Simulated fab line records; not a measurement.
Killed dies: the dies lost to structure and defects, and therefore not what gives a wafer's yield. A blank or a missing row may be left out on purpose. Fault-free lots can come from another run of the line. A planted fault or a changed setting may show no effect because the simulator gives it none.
Matching of chambers ; flow gf180mcu ; GF_MIM_CVD_05 on pecvd-04: 3 sister chambers
The step deposits Si3N4, target thk 42 nm, time 29.086 s. 18 wafers are shown with their chamber, then 9 later ones without.

== WAFERS WITH THEIR CHAMBER ==
wafer;chamber;heaterPowerW (W)
L074.2;1;602
L074.4;2;891
L074.6;0;644
L080.1;1;674
L080.2;2;863
L080.6;0;643
L081.1;2;781
L081.4;0;731
L081.6;2;779
L083.1;1;565
L083.2;2;841
L083.5;1;566
L084.1;0;751
L084.3;1;637
L084.4;0;740
L085.3;1;652
L085.5;1;668
L085.6;0;734

SIGNATURES (averages over the wafers above)
reading;chamber 0;chamber 1;chamber 2;scatter within a chamber
heaterPowerW;707.17;623.43;831.00;48.3
Rule: for a wafer and a chamber, the distance is found by dividing, reading by reading, the gap between the wafer's reading and the chamber's mean by the reading's scatter, squaring, summing and taking the root. If the next closest chamber is less than 2 further off than the closest, the wafer can't be placed; otherwise it belongs to the closest. The scatter: take each reading less its chamber's mean, square it, sum over the shown wafers, divide by the number of wafers less the number of chambers, and take the root.

== WAFERS MISSING THEIR CHAMBER ==
wafer;heaterPowerW (W)
L092.1;666
L092.2;617
L092.5;849
L095.1;585
L095.3;733
L095.6;591
L096.3;810
L096.4;796
L096.5;727

== CHAMBER TAKEN BY EACH ==
wafer;from the rows above;in truth
L092.1;can't be placed: 0 or 1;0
L092.2;can't be placed: 1 or 0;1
L092.5;2;2
L095.1;can't be placed: 1 or 0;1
L095.3;can't be placed: 0 or 2 or 1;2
L095.6;can't be placed: 1 or 0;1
L096.3;can't be placed: 2 or 0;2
L096.4;can't be placed: 2 or 0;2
L096.5;can't be placed: 0 or 1 or 2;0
Correct placement for 1 of the 9. These rows do not allow placing 8 (true chamber among the candidates in 8). Number placed wrongly: 0.
